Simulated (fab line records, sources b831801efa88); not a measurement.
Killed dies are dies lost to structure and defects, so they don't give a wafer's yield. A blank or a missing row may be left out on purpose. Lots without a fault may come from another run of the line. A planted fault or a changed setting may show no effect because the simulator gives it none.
A struck lot beside a sound one | flow sky130 | 15 steps out of a route of 708
Sound: wafers L612.1, L612.5, L612.6. Struck: wafers L620.3, L620.4, L620.5. The cause comes at the end.
At each step with rows: each side's tool, then ch and its chambers, then its first start. Under that, the readings that differ: sound wafers | struck wafers | difference of the means | sigmas: that difference in standard deviations of wafers without a fault.
alike: readings whose means differ by less than 2 such deviations, and words and numbers that are the same on both sides. not compared: withheld readings, readings that some wafer has no value for, bounds like >300 that may hide the same value, and numbers for which the record gives no deviation and whose values overlap.
The two part at a step that has a row with sigmas, a row that says differs or no value, or rows on one side only. Numbers that don't overlap but have no deviation are shown without sigmas and don't part them. A reading that every wafer of one side lacks parts them only if that side has two wafers or more.

first, 4 steps without rows for these wafers: SKY_LDD_HVP_SOFTBAKE_03 (time 60 s); SKY_LDD_HVP_EXPOSE_04 (exposes mask HVPTM, target cd 700 nm); SKY_LDD_HVP_PEB_05; SKY_LDD_HVP_DEVELOP_06 (develop time 58.02 s).
SKY_LDD_HVP_OVL_MEAS_07:
  sound on overlay-02, day 23 02:56; struck on overlay-02, day 26 09:05
  alike: LDD_HVP_OVL
then, 1 step without rows for these wafers: SKY_LDD_HVP_IMPLANT_08.
SKY_LDD_HVP_STRIP_09: strips in O2/N2.
  sound on plasma_asher-02 ch 0,1, day 23 03:07; struck on plasma_asher-02 ch 0,1, day 26 09:18
  alike: drypump_motor_current_A, oes_product_au, strip_time_to_endpoint_s
  not compared: rf_hours_counter_h
SKY_LDD_HVP_TW_MEAS_10:
  sound on film_metro-03, day 23 03:13; struck on film_metro-02, day 26 09:23
  reading    | sound       | struck      | difference | sigmas
  LDD_HVP_TW | 455 455 453 | 450 447 447 | -6         | -2
then, 4 steps without rows for these wafers: SKY_LDD_LDN_DEHYDRATE_00 (time 60 s); SKY_LDD_LDN_HMDS_01 (prime time 60 s); SKY_LDD_LDN_COAT_02 (resist thk 1140 nm); SKY_LDD_LDN_SOFTBAKE_03 (time 60 s).
SKY_LDD_LDN_EXPOSE_04: exposes mask LDNTM, target cd 700 nm.
  sound on iline_stepper-02 ch 0, day 23 18:22; struck on iline_stepper-01 ch 0, day 26 23:09
  reading              | sound                | struck               | difference | sigmas
  exposure_dose_mJ_cm2 | 139.97 140.07 139.99 | 131.52 131.66 131.68 | -8.39      | -65
  alike: mask
then, 2 steps without rows for these wafers: SKY_LDD_LDN_PEB_05; SKY_PAD_OPEN_PROBE_99.

WHERE THEY PART
First at SKY_LDD_HVP_TW_MEAS_10; last, within this record, at SKY_LDD_LDN_EXPOSE_04.

WHY: what the simulator had put in
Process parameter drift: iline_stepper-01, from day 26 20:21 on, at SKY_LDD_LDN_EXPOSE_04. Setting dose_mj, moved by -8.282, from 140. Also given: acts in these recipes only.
